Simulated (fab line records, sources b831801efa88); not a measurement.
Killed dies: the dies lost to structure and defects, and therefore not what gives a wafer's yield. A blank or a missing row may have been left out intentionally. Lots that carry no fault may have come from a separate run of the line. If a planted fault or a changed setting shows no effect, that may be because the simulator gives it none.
Problem report in the 8D (eight disciplines) form, filled by code    flow sky130    the parts of the form that need people (team, actions taken, sign-off) are left out

1. THE ISSUE
Across 9 wafers from 3 lots, POLY_GATE_CVD_03_THK at SKY_POLY_GATE_THK_MEAS_04 averages 66.6 nm, while fault-free wafers read 75.0 nm with a standard deviation of 0.7. Measured from the usual mean, that is -12 standard deviations.
Seen first at day 18 03:47 on film_metro-03, wafer L630.1. Wafers with a number at this step in the record: 27, from 9 lots. The rule behind "out" and "out of limits": a value lying over 4 standard deviations away from the usual mean. The rest of the wafers with a number are treated as sound.

2. WHAT IT IS, WHAT IT ISN'T
question                     is                            is not
which readings at this step  POLY_GATE_CVD_03_THK          -
which lots                   L630, L632, L633              L624, L625, L626, L627, L646, L647
which wafers of those lots   all that have a number        -
read on which gauges         film_metro-02, film_metro-03  film_metro-01
when                         from day 18 03:47             up to then (12 sound wafers); but 6 sound wafers of L646, L647 came after

3. SUSPECTS, AND WHAT RULES EACH OUT
Counting: a tool at a process step up to the reading stays a suspect if it ran every lot that is out and no sound lot after the first of them.
- the gauge at SKY_POLY_GATE_THK_MEAS_04: ruled out. The wafers that are out were read on 2 gauges (film_metro-02, film_metro-03).
- lpcvd-02 at SKY_POLY_GATE_CVD_03 (deposits Si3N4 from DCS/NH3, target thk 75 nm, time 1290 s): ruled out as a lasting fault. Sound lots L646, L647 ran on it after its first lot that is out, L630 (day 18 02:25).
Left after counting: nothing in the record.

4. THE CAUSE (what the simulator had put in)
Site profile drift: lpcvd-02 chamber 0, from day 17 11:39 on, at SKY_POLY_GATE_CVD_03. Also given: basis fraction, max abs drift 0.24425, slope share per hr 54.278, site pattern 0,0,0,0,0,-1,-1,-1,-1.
Counting ruled it out, wrongly: the rule takes a fault to strike every lot that its tool runs from its start on, and this one did not.

5. SEQUENCE OF EFFECTS, ordered by route
Each row: a reading where the mean over the struck wafers with a number is more than 3 standard deviations away from the usual. Only readings whose record carries a usual standard deviation are examined. hours: median over the lots of the time between each lot's start at the first step of this table that gives one and its start at this step. sigmas: the change, counted in usual standard deviations.
hours  step                       reading               usual       on struck wafers  change  sigmas
0      SKY_POLY_GATE_THK_MEAS_04  POLY_GATE_CVD_03_THK  75.0 nm     66.6              -8.4    -12
31     SKY_POLY_GATE_ETCH_16      oes_product_au        0.640 a.u.  0.611             -0.029  -5.8
216    SKY_POLY_CUT_ETCH_11       oes_product_au        0.830 a.u.  0.766             -0.064  -10
Process steps it contains:
- SKY_POLY_GATE_ETCH_16: etches Si3N4 in CH3F/O2, stops on poly-Si, time 147.5 s, target depth 75 nm.
- SKY_POLY_CUT_ETCH_11: etches Si3N4 in CF4/CH2F2/Ar, stops on poly-Si, time 42.5 s, target depth 60 nm.

6. HOW IT WOULD HAVE BEEN CAUGHT EARLIER
Counted from the fault's start at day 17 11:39, it took 16 hours until the first out-of-limits reading at a measuring or inspecting step in this record, taken at day 18 03:47.
Tool readings at SKY_POLY_GATE_CVD_03 with a usual standard deviation given in the record: none out on any struck wafer, hence no alarm at a limit of 4 standard deviations on them.
